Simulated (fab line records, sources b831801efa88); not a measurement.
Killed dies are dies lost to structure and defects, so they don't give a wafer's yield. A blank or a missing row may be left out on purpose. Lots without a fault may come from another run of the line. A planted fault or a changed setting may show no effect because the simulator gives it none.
Split-lot experiment | flow sfq_line | 5 lots, 23 wafers read, on a route of 325 steps

THE SPLIT
At SFQ_TRILAYER_JJ_CE_LITHO_COAT_119 (resist thk 62 nm), the setting spin_rpm was moved away from the recipe's 3000 rpm on 5 of the 23 wafers read, by -4.3% to +4.6%. The other wafers ran this setting at the recipe's value.

The reading is taken at the split's own step.

THE READING
BARC_of_TRILAYER_JJ_CE_LITHO_COAT_119.thk_nm (the simulator's own value, which no gauge read), in nm, at SFQ_TRILAYER_JJ_CE_LITHO_COAT_119 (resist thk 62 nm). The file gives no usual value for it. The 18 wafers here that ran the recipe average 61.97 nm, standard deviation 0.21 nm.

wafer  | tool, chamber at the split | spin_rpm as run, rpm | against the recipe | BARC_of_TRILAYER_JJ_CE_LITHO_COAT_119.thk_nm, nm | against lot-mates on the recipe
L074.1 | litho_track-03, 0          | 3000                 | recipe             | 61.66                                            | -
L074.4 | litho_track-03, 0          | 3000                 | recipe             | 61.72                                            | -
L074.5 | litho_track-03, 0          | 3000                 | recipe             | 61.63                                            | -
L076.1 | litho_track-03, 0          | 3000                 | recipe             | 61.91                                            | -
L076.2 | litho_track-03, 0          | 3000                 | recipe             | 61.73                                            | -
L076.3 | litho_track-03, 0          | 3138                 | +4.6%              | 60.35                                            | -1.42
L076.4 | litho_track-03, 0          | 3138                 | +4.6%              | 60.39                                            | -1.38
L076.5 | litho_track-03, 0          | 3000                 | recipe             | 61.67                                            | -
L079.1 | litho_track-04, 0          | 3000                 | recipe             | 61.86                                            | -
L079.2 | litho_track-04, 0          | 3000                 | recipe             | 61.93                                            | -
L079.3 | litho_track-04, 0          | 3000                 | recipe             | 62.06                                            | -
L079.4 | litho_track-04, 0          | 3000                 | recipe             | 61.94                                            | -
L079.6 | litho_track-04, 0          | 3000                 | recipe             | 62.01                                            | -
L080.1 | litho_track-02, 0          | 3000                 | recipe             | 62.26                                            | -
L080.2 | litho_track-02, 0          | 3000                 | recipe             | 62.24                                            | -
L080.4 | litho_track-02, 0          | 2872                 | -4.3%              | 63.55                                            | +1.30
L080.5 | litho_track-02, 0          | 2872                 | -4.3%              | 63.57                                            | +1.32
L080.6 | litho_track-02, 0          | 2872                 | -4.3%              | 63.69                                            | +1.44
L084.1 | litho_track-03, 0          | 3000                 | recipe             | 62.22                                            | -
L084.2 | litho_track-03, 0          | 3000                 | recipe             | 62.16                                            | -
L084.3 | litho_track-03, 0          | 3000                 | recipe             | 62.11                                            | -
L084.4 | litho_track-03, 0          | 3000                 | recipe             | 62.14                                            | -
L084.5 | litho_track-03, 0          | 3000                 | recipe             | 62.21                                            | -

THE FIT
A straight line over all 23 wafers: BARC_of_TRILAYER_JJ_CE_LITHO_COAT_119.thk_nm changes by -0.367 nm for each +1% of spin_rpm; r = -0.97; the points scatter about the line by 0.2 nm.
The same after taking each lot's own level away (the mean of its wafers on the recipe; 23 wafers): -0.311 nm for each +1%; r = -1.00; scatter 0.063 nm.
On that fit, the largest move of spin_rpm shifts the reading by 1.4 nm.
The lots' own levels span 61.670 to 62.250 nm, that is 2.7 times the standard deviation above.
So the lot-to-lot level changes the slope: the two fits differ.
Check: with one of the wafers moved furthest among these (+4.6%) left out of the fit, the line predicts -1.43 nm for it against its lot-mates. It came out at -1.42 nm against them.

OTHER SPLITS ON THESE WAFERS
These wafers also went through other splits before the reading. Each is held against what the fit with the lots' levels taken away leaves over:
other split on the same wafers                  | wafers away from the commonest value | r with BARC_of_TRILAYER_JJ_CE_LITHO_COAT_119.thk_nm (lot level and that fit taken away)
SFQ_TRILAYER_M2_BARC_OPEN_METAL_ETCH_077 time_s | 7                                    | -0.41
SFQ_TRILAYER_I2_CMP_CMP_064 leave_above_ref_nm  | 10                                   | -0.20
SFQ_TRILAYER_I2_VIA_ETCH_VIA_ETCH_070 bias_w    | 9                                    | -0.17
SFQ_TRILAYER_M4_LITHO_EXPOSE_094 dose_mj        | 10                                   | +0.10
SFQ_TRILAYER_I4_VIA_LITHO_COAT_103 spin_rpm     | 8                                    | +0.07
SFQ_TRILAYER_I4_VIA_LITHO_PEB_106 peb_temp_c    | 11                                   | -0.02

THE FILE'S OWN FIT
BARC_of_TRILAYER_JJ_CE_LITHO_COAT_119.thk_nm changes by -0.31 nm for each +1% of spin_rpm, r = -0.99.
